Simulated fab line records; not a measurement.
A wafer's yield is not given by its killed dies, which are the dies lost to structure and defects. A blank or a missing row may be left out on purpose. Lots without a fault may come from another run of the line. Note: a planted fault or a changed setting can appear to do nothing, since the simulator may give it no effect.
Problem report in the 8D (eight disciplines) form, filled by code + flow sky130 + the parts of the form that need people (team, actions taken, sign-off) are left out

== 1. PROBLEM STATEMENT ==
Across 6 wafers from 2 lots, SD_P_TW at SKY_SD_P_TW_MEAS_11 averages 2660, while fault-free wafers read 2844 with a standard deviation of 18. Relative to the usual mean, that is a shift of -10 standard deviations.
First seen on wafer L588.3, day 32 08:02, on film_metro-02. Wafers with a number at this step in the record: 33, from 11 lots. Rule for "out", or "out of limits": more than 4 standard deviations from the usual mean. The other wafers with a number count as sound.

== 2. WHAT IT IS AND WHAT IT IS NOT ==
| question                    | is                     | is not                                                              |
|-----------------------------|------------------------|---------------------------------------------------------------------|
| which readings at this step | SD_P_TW                | -                                                                   |
| which lots                  | L588, L590             | L569, L570, L571, L578, L579, L580, L581, L582, L592                |
| which wafers of those lots  | all that have a number | -                                                                   |
| read on which gauges        | film_metro-02          | film_metro-01, film_metro-04                                        |
| when                        | from day 32 08:02      | up to then (24 sound wafers); but 3 sound wafers of L592 came after |

== 3. WHAT RULES OUT EACH SUSPECT ==
Counting: a tool stays on the suspect list if, at a process step up to the reading, it processed all lots that are out and no sound lot following the first of them.
- the gauge at SKY_SD_P_TW_MEAS_11 is ruled out. All the wafers that are out were read on film_metro-02, but those of them that SKY_SD_P_IMPLANT_09 has rows for are out there too, on other tools.
- implanter-04 at SKY_SD_P_IMPLANT_09: kept. It processed each lot that is out, first L588 at day 32 07:49, and no sound lot thereafter; up to then, the last sound lot it processed was L582 at day 30 01:58. Its own readings are out on those wafers: beam_energy_keV.
The count leaves implanter-04 at SKY_SD_P_IMPLANT_09.

== 4. THE CAUSE (what the simulator had put in) ==
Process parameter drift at SKY_SD_P_IMPLANT_09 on implanter-04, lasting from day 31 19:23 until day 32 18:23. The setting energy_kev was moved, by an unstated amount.
The count eliminated every tool but this one.

== 5. SEQUENCE OF EFFECTS, ordered by route ==
Each row: a reading where the mean over the struck wafers with a number is more than 3 standard deviations away from the usual. Only readings for which the record gives a usual standard deviation are gone through. hours: the time from each lot's start at the first step in this table that gives one to its start at this step, as a median over the lots. sigmas: the change in usual standard deviations.
| hours | step                | reading                  | usual        | on struck wafers | change | sigmas      |
|-------|---------------------|--------------------------|--------------|------------------|--------|-------------|
| 0     | SKY_SD_P_IMPLANT_09 | beam_energy_keV          | 20.000       | 15.424           | -4.576 | -99 or more |
| 0     | SKY_SD_P_STRIP_10   | strip_time_to_endpoint_s | 17.51 s      | 16.80            | -0.71  | -19         |
| 0     | SKY_SD_P_TW_MEAS_11 | SD_P_TW                  | 2844         | 2660             | -184   | -10         |
| 54    | SKY_SD_N_RS_MEAS_17 | SD_P_RS                  | 147.1 ohm/sq | 165.2            | +18.1  | +49         |
Here are the process steps it includes:
- SKY_SD_P_IMPLANT_09
- SKY_SD_P_STRIP_10: strips in O2/N2.
Later measuring or inspecting steps at which every struck wafer that the step has a row for has a number for every such reading, and none has moved that far: SKY_LI_CONTACT_OVL_MEAS_13, SKY_LOCAL_INTERCONNECT_RS_MEAS_01, SKY_LOCAL_INTERCONNECT_CD_MEAS_11.

== 6. WHAT WOULD HAVE CAUGHT IT SOONER ==
13 hours passed between the start of the fault at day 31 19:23 and the first reading out of limits at a measuring or inspecting step in this record, taken at day 32 08:02.
The tool's own readings at SKY_SD_P_IMPLANT_09 were out on every struck wafer that the step has a row for (beam_energy_keV): an alarm limit on them would have fired on the first of those.
Lots out: 2; of these, L590 started SKY_SD_P_IMPLANT_09 on implanter-04 after day 32 08:02. Putting the tool on hold at that point would have spared it.
